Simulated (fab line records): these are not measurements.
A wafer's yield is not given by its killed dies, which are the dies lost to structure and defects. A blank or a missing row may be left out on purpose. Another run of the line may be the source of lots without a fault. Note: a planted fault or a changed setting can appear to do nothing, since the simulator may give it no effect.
Which tool is to blame? :: flow gf180mcu :: 13 lots with 37 wafers sampled at 7 steps, on a route of 602 steps

== WHAT EACH GAUGE READ, for each wafer ==
GF_PSD_TW_MEAS_11. Usual: PSD_TW 3182, standard deviation 16.
lot: L995
measured: day 14 01:32
on: film-metro-03
PSD_TW: 3206 3201 3216
flag: 

lot: L996
measured: day 14 06:49
on: film-metro-01
PSD_TW: 3147 3157 3154
flag: 

lot: L997
measured: day 14 20:00
on: film-metro-01
PSD_TW: 3174 3173 3159
flag: 

lot: L999
measured: day 15 13:14
on: film-metro-01
PSD_TW: 3192 3163 3166
flag: 

lot: L107
measured: day 18 16:43
on: film-metro-03
PSD_TW: 3021 3188
flag: OFF

lot: L106
measured: day 19 01:22
on: film-metro-02
PSD_TW: 3029 3180
flag: OFF

lot: L112
measured: day 20 06:22
on: film-metro-01
PSD_TW: 3178 3175 3194
flag: 

lot: L113
measured: day 20 17:34
on: film-metro-02
PSD_TW: 3189 3182 3204
flag: 

lot: L114
measured: day 20 22:46
on: film-metro-03
PSD_TW: 3151 3170 3188
flag: 

lot: L115
measured: day 21 08:12
on: film-metro-02
PSD_TW: 3184 3179 3196
flag: 

lot: L116
measured: day 21 20:12
on: film-metro-03
PSD_TW: 3189 3192 3198
flag: 

lot: L117
measured: day 22 03:40
on: film-metro-03
PSD_TW: 3224 3208 3190
flag: 

lot: L118
measured: day 22 08:50
on: film-metro-01
PSD_TW: 3181 3173 3173
flag: 

GF_PSD_RS_MEAS_15: measurement is done with a four-point probe. Usual: PSD_RS 108.55 ohm/sq, standard deviation 0.28.
lot: L995
measured: day 14 01:51
on: film-metro-01
PSD_RS (ohm/sq): 108.72 108.94 108.41
flag: 

lot: L996
measured: day 14 07:07
on: film-metro-03
PSD_RS (ohm/sq): 108.48 108.53 108.49
flag: 

lot: L997
measured: day 14 20:19
on: film-metro-03
PSD_RS (ohm/sq): 109.10 109.02 109.44
flag: 

lot: L999
measured: day 15 13:34
on: film-metro-01
PSD_RS (ohm/sq): 108.18 107.95 108.11
flag: 

lot: L107
measured: day 18 17:04
on: film-metro-01
PSD_RS (ohm/sq): 121.80 108.76
flag: OFF

lot: L106
measured: day 19 01:41
on: film-metro-01
PSD_RS (ohm/sq): 120.53 108.28
flag: OFF

lot: L112
measured: day 20 06:41
on: film-metro-03
PSD_RS (ohm/sq): 109.04 109.10 108.77
flag: 

lot: L113
measured: day 20 17:54
on: film-metro-01
PSD_RS (ohm/sq): 108.58 108.57 108.29
flag: 

lot: L114
measured: day 20 23:05
on: film-metro-01
PSD_RS (ohm/sq): 108.95 108.82 108.53
flag: 

lot: L115
measured: day 21 08:31
on: film-metro-01
PSD_RS (ohm/sq): 108.89 108.47 108.20
flag: 

lot: L116
measured: day 21 20:31
on: film-metro-03
PSD_RS (ohm/sq): 108.64 108.91 108.21
flag: 

lot: L117
measured: day 22 03:59
on: film-metro-02
PSD_RS (ohm/sq): 108.21 108.36 108.60
flag: 

lot: L118
measured: day 22 09:11
on: film-metro-01
PSD_RS (ohm/sq): 108.52 108.44 108.51
flag: 

GF_SAB_CD_MEAS_09: the cd target is 420 nm. Usual: cd-nm at 419.3 nm, with a standard deviation of 2.6.
lot: L995
measured: day 14 22:31
on: cd-sem-01
cd-nm (nm): 420.6 420.2 420.8
flag: 

lot: L996
measured: day 15 04:40
on: cd-sem-02
cd-nm (nm): 420.8 419.1 419.1
flag: 

lot: L997
measured: day 15 18:22
on: cd-sem-02
cd-nm (nm): 422.6 425.0 423.6
flag: 

lot: L999
measured: day 16 11:19
on: cd-sem-02
cd-nm (nm): 415.5 415.8 414.8
flag: 

lot: L107
measured: day 19 17:32
on: cd-sem-02
cd-nm (nm): 418.3 420.1
flag: 

lot: L106
measured: day 20 02:21
on: cd-sem-01
cd-nm (nm): 418.9 419.3
flag: 

lot: L112
measured: day 21 06:38
on: cd-sem-01
cd-nm (nm): 415.9 416.5 419.4
flag: 

lot: L113
measured: day 21 17:37
on: cd-sem-01
cd-nm (nm): 418.4 420.2 421.2
flag: 

lot: L114
measured: day 21 23:21
on: cd-sem-01
cd-nm (nm): 419.5 419.2 416.0
flag: 

lot: L115
measured: day 22 08:16
on: cd-sem-02
cd-nm (nm): 420.2 420.6 423.3
flag: 

lot: L116
measured: day 22 19:38
on: cd-sem-01
cd-nm (nm): 423.0 423.1 422.0
flag: 

lot: L117
measured: day 23 03:10
on: cd-sem-02
cd-nm (nm): 417.3 417.0 418.3
flag: 

lot: L118
measured: day 23 07:32
on: cd-sem-02
cd-nm (nm): 421.4 420.5 421.3
flag: 

GF_V5_CD_MEAS_14: the cd target is 260 nm. Usual: cd-nm at 260.4 nm, with a standard deviation of 1.3.
lot: L995
measured: day 27 01:35
on: cd-sem-01
cd-nm (nm): 259.2 260.3 259.6
flag: 

lot: L996
measured: day 27 05:58
on: cd-sem-01
cd-nm (nm): 258.4 260.2 259.7
flag: 

lot: L997
measured: day 27 18:10
on: cd-sem-02
cd-nm (nm): 259.8 259.1 259.4
flag: 

lot: L999
measured: day 28 11:56
on: cd-sem-01
cd-nm (nm): 260.6 261.6 261.2
flag: 

lot: L107
measured: day 31 01:53
on: cd-sem-01
cd-nm (nm): 260.7 261.0
flag: 

lot: L106
measured: day 31 07:31
on: cd-sem-01
cd-nm (nm): 259.2 258.3
flag: 

lot: L112
measured: day 32 03:02
on: cd-sem-01
cd-nm (nm): 260.5 260.8 261.1
flag: 

lot: L113
measured: day 32 10:12
on: cd-sem-01
cd-nm (nm): 261.0 261.7 260.6
flag: 

lot: L114
measured: day 32 15:38
on: cd-sem-01
cd-nm (nm): 262.3 262.9 262.4
flag: 

lot: L115
measured: day 32 21:56
on: cd-sem-01
cd-nm (nm): 262.2 261.3 262.2
flag: 

lot: L116
measured: day 33 04:40
on: cd-sem-01
cd-nm (nm): 259.0 258.6 259.6
flag: 

lot: L117
measured: day 33 10:05
on: cd-sem-01
cd-nm (nm): 261.4 262.2 262.3
flag: 

lot: L118
measured: day 33 14:24
on: cd-sem-01
cd-nm (nm): 259.9 260.2 260.6
flag: 

GF_PASSIVATION_THK_MEAS_03. Usual: PASSIVATION_CVD_02_THK 697 nm, standard deviation 12.
lot: L995
measured: day 28 00:58
on: film-metro-04
PASSIVATION_CVD_02_THK (nm): 679 682 688
flag: 

lot: L996
measured: day 28 04:24
on: film-metro-03
PASSIVATION_CVD_02_THK (nm): 691 717 719
flag: 

lot: L997
measured: day 28 16:15
on: film-metro-01
PASSIVATION_CVD_02_THK (nm): 718 711 725
flag: 

lot: L999
measured: day 29 09:53
on: film-metro-04
PASSIVATION_CVD_02_THK (nm): 699 705 703
flag: 

lot: L107
measured: day 31 21:56
on: film-metro-01
PASSIVATION_CVD_02_THK (nm): 679 695
flag: 

lot: L106
measured: day 32 03:50
on: film-metro-01
PASSIVATION_CVD_02_THK (nm): 694 696
flag: 

lot: L112
measured: day 32 22:47
on: film-metro-04
PASSIVATION_CVD_02_THK (nm): 680 699 698
flag: 

lot: L113
measured: day 33 05:45
on: film-metro-03
PASSIVATION_CVD_02_THK (nm): 686 693 691
flag: 

lot: L114
measured: day 33 10:17
on: film-metro-01
PASSIVATION_CVD_02_THK (nm): 671 683 685
flag: 

lot: L115
measured: day 33 17:10
on: film-metro-03
PASSIVATION_CVD_02_THK (nm): 672 710 718
flag: 

lot: L116
measured: day 33 23:01
on: film-metro-03
PASSIVATION_CVD_02_THK (nm): 713 705 715
flag: 

lot: L117
measured: day 34 04:37
on: film-metro-04
PASSIVATION_CVD_02_THK (nm): 700 723 712
flag: 

lot: L118
measured: day 34 08:25
on: film-metro-04
PASSIVATION_CVD_02_THK (nm): 689 716 697
flag: 

== TOOL THAT RAN EACH LOT (tool first, then ch and the chambers of the sampled wafers, then the start) ==
lot: L995
GF_PSD_IMPLANT_09: implanter-01 ch 0, day 14 01:18
GF_PSD_STRIP_10: plasma-asher-02 ch 0,1, day 14 01:25

lot: L996
GF_PSD_IMPLANT_09: implanter-03 ch 0, day 14 06:32
GF_PSD_STRIP_10: plasma-asher-02 ch 0,1, day 14 06:41

lot: L997
GF_PSD_IMPLANT_09: implanter-03 ch 0, day 14 19:45
GF_PSD_STRIP_10: plasma-asher-01 ch 0, day 14 19:54

lot: L999
GF_PSD_IMPLANT_09: implanter-03 ch 0, day 15 13:00
GF_PSD_STRIP_10: plasma-asher-01 ch 0,1, day 15 13:08

lot: L107
GF_PSD_IMPLANT_09: implanter-02 ch 0, day 18 16:30
GF_PSD_STRIP_10: plasma-asher-01 ch 0,1, day 18 16:38

lot: L106
GF_PSD_IMPLANT_09: implanter-02 ch 0, day 19 01:07
GF_PSD_STRIP_10: plasma-asher-04 ch 1, day 19 01:16

lot: L112
GF_PSD_IMPLANT_09: implanter-01 ch 0, day 20 06:08
GF_PSD_STRIP_10: plasma-asher-01 ch 0,1, day 20 06:15

lot: L113
GF_PSD_IMPLANT_09: implanter-01 ch 0, day 20 17:21
GF_PSD_STRIP_10: plasma-asher-02 ch 0,1, day 20 17:29

lot: L114
GF_PSD_IMPLANT_09: implanter-03 ch 0, day 20 22:31
GF_PSD_STRIP_10: plasma-asher-04 ch 0,1, day 20 22:40

lot: L115
GF_PSD_IMPLANT_09: implanter-02 ch 0, day 21 07:57
GF_PSD_STRIP_10: plasma-asher-02 ch 1, day 21 08:06

lot: L116
GF_PSD_IMPLANT_09: implanter-02 ch 0, day 21 19:57
GF_PSD_STRIP_10: plasma-asher-01 ch 0, day 21 20:06

lot: L117
GF_PSD_IMPLANT_09: implanter-03 ch 0, day 22 03:26
GF_PSD_STRIP_10: plasma-asher-04 ch 0,1, day 22 03:33

lot: L118
GF_PSD_IMPLANT_09: implanter-01 ch 0, day 22 08:37
GF_PSD_STRIP_10: plasma-asher-01 ch 0,1, day 22 08:46
- GF_PSD_IMPLANT_09
- GF_PSD_STRIP_10: strips in O2/N2.

== AS READ BY THE TOOLS THEMSELVES (means over the sampled wafers that have a number; for cases with no such wafer, the mark the record gives instead) ==
GF_PSD_STRIP_10. Usual: drypump-motor-current-A 5.6 A, standard deviation 0.53; heater-power-w 356 W, standard deviation 31; oes-product-au 0.592 a.u., standard deviation 0.0045; strip-time-to-endpoint-s 16.53 s, standard deviation 0.038.
lot: L995
tool: plasma-asher-02
drypump-motor-current-A (A): 5.8
heater-power-w (W): 340
oes-product-au (a.u.): 0.592
strip-time-to-endpoint-s (s): 16.50
flag: 

lot: L996
tool: plasma-asher-02
drypump-motor-current-A (A): 5.8
heater-power-w (W): 331
oes-product-au (a.u.): 0.594
strip-time-to-endpoint-s (s): 16.61
flag: 

lot: L997
tool: plasma-asher-01
drypump-motor-current-A (A): 5.2
heater-power-w (W): 326
oes-product-au (a.u.): 0.596
strip-time-to-endpoint-s (s): 16.54
flag: 

lot: L999
tool: plasma-asher-01
drypump-motor-current-A (A): 5.3
heater-power-w (W): 355
oes-product-au (a.u.): 0.594
strip-time-to-endpoint-s (s): 16.49
flag: 

lot: L107
tool: plasma-asher-01
drypump-motor-current-A (A): 5.3
heater-power-w (W): 344
oes-product-au (a.u.): 0.593
strip-time-to-endpoint-s (s): 16.12
flag: OFF

lot: L106
tool: plasma-asher-04
drypump-motor-current-A (A): 5.2
heater-power-w (W): 410
oes-product-au (a.u.): 0.599
strip-time-to-endpoint-s (s): 16.16
flag: OFF

lot: L112
tool: plasma-asher-01
drypump-motor-current-A (A): 5.3
heater-power-w (W): 351
oes-product-au (a.u.): 0.592
strip-time-to-endpoint-s (s): 16.46
flag: 

lot: L113
tool: plasma-asher-02
drypump-motor-current-A (A): 6.3
heater-power-w (W): 331
oes-product-au (a.u.): 0.590
strip-time-to-endpoint-s (s): 16.57
flag: 

lot: L114
tool: plasma-asher-04
drypump-motor-current-A (A): 5.5
heater-power-w (W): 399
oes-product-au (a.u.): 0.593
strip-time-to-endpoint-s (s): 16.58
flag: 

lot: L115
tool: plasma-asher-02
drypump-motor-current-A (A): 5.4
heater-power-w (W): 335
oes-product-au (a.u.): 0.596
strip-time-to-endpoint-s (s): 16.54
flag: 

lot: L116
tool: plasma-asher-01
drypump-motor-current-A (A): 5.2
heater-power-w (W): 321
oes-product-au (a.u.): 0.589
strip-time-to-endpoint-s (s): 16.56
flag: 

lot: L117
tool: plasma-asher-04
drypump-motor-current-A (A): 5.5
heater-power-w (W): 402
oes-product-au (a.u.): 0.594
strip-time-to-endpoint-s (s): 16.55
flag: 

lot: L118
tool: plasma-asher-01
drypump-motor-current-A (A): 5.3
heater-power-w (W): 358
oes-product-au (a.u.): 0.596
strip-time-to-endpoint-s (s): 16.52
flag: 

== THE ANSWER, worked out from the rows above alone ==
Rule: take the mean of a lot's wafers that have a number; if it is more than 3 standard deviations from the usual mean, the lot is off. Also off: a lot with no number at a reading for which 4 or more lots have one. All remaining lots with rows at the step are treated as sound. Order of review: gauges by route order, followed by the tools' own readings, for which a lot's mean as printed above is used. The first step at which some lot is off is used, and at that step the reading that is off furthest; a lot without a number counts as furthest.
Off: at GF_PSD_TW_MEAS_11 (PSD_TW), L107, L106.
If a tool, at a process step before that reading, ran all the lots that are off and no sound lot after the first of them, it fits. Not tried: the gauges at GF_PSD_TW_MEAS_11; whatever is off there is also off at GF_PSD_RS_MEAS_15, on other tools, and gauge error can't account for it. No candidate that was tried fits.

== WHAT THE SIMULATOR PUT IN ==
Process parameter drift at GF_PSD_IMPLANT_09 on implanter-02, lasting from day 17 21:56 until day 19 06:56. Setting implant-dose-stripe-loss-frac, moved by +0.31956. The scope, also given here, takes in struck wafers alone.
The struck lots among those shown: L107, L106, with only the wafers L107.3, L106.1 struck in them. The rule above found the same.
